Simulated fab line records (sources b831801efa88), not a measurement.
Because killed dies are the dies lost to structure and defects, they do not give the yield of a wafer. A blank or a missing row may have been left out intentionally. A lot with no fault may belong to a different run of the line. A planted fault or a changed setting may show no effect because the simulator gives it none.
The tool behind it: which one? -- flow sky130 -- 18 wafers from 6 lots sampled at 3 of the route's 708 steps

## WHAT EACH GAUGE READ, for each wafer
SKY_LDD_P_TW_MEAS_11.
lot,measured,on,LDD_P_TW
L303,day 20 16:15,filmMetro-04,629.9 636.2 630.7
L308,day 21 18:01,filmMetro-03,29.7 29.6 29.7 29.7 29.6 29.5
L309,day 22 06:40,filmMetro-03,625.3 628.9 629.8
L315,day 24 18:06,filmMetro-01,626.5 631.0 628.2
L318,day 25 05:01,filmMetro-01,630.4 628.3 628.0
L322,day 26 15:36,filmMetro-03,628.0 627.2 627.5

## EACH LOT AND THE TOOL THAT RAN IT (in order: tool; ch and the chambers of the sampled wafers; start)
lot,SKY_LDD_N_STRIP_16,SKY_LDD_P_STRIP_10
L303,"plasmaAsher-03 ch 0,1, day 19 10:53","plasmaAsher-04 ch 0,1, day 20 16:09"
L308,"plasmaAsher-03 ch 0,1, day 20 13:01","plasmaAsher-04 ch 0,1, day 21 17:56"
L309,"plasmaAsher-04 ch 0,1, day 20 23:40","plasmaAsher-03 ch 0,1, day 22 06:34"
L315,"plasmaAsher-03 ch 0,1, day 23 12:17","plasmaAsher-03 ch 0,1, day 24 18:00"
L318,"plasmaAsher-04 ch 0,1, day 24 00:07","plasmaAsher-04 ch 0,1, day 25 04:56"
L322,"plasmaAsher-04 ch 0,1, day 25 10:08","plasmaAsher-03 ch 1, day 26 15:30"
- SKY_LDD_N_STRIP_16: strips in O2/N2.
- SKY_LDD_P_STRIP_10: strips in O2/N2.

## THE ANSWER, worked out from the rows above alone
Rule: usual is defined by the lots themselves. Put in order of their means at a reading, lots are off if they are a third of the lots or fewer, leave a main group of 4 or more, and stand apart from it by a gap of 3 or more times the standard deviation of the main group's means; of several such gaps the widest counts. A main group is skipped when, at the precision printed for the reading in the tables above, its means are all equal. Also off: a lot with no number at a reading for which 4 or more lots have one. Any other lot the step has rows for is counted as sound.
Off: at SKY_LDD_P_TW_MEAS_11 (LDD_P_TW), L308. The main group: mean 629.1, standard deviation 1.7.
A tool fits if, at a process step before that reading, it ran every lot that is off, and no sound lot after the first of them. Gauges at SKY_LDD_P_TW_MEAS_11: tried the same way as those tools. None of those tried fits.

## WHAT WAS PUT IN BY THE SIMULATOR
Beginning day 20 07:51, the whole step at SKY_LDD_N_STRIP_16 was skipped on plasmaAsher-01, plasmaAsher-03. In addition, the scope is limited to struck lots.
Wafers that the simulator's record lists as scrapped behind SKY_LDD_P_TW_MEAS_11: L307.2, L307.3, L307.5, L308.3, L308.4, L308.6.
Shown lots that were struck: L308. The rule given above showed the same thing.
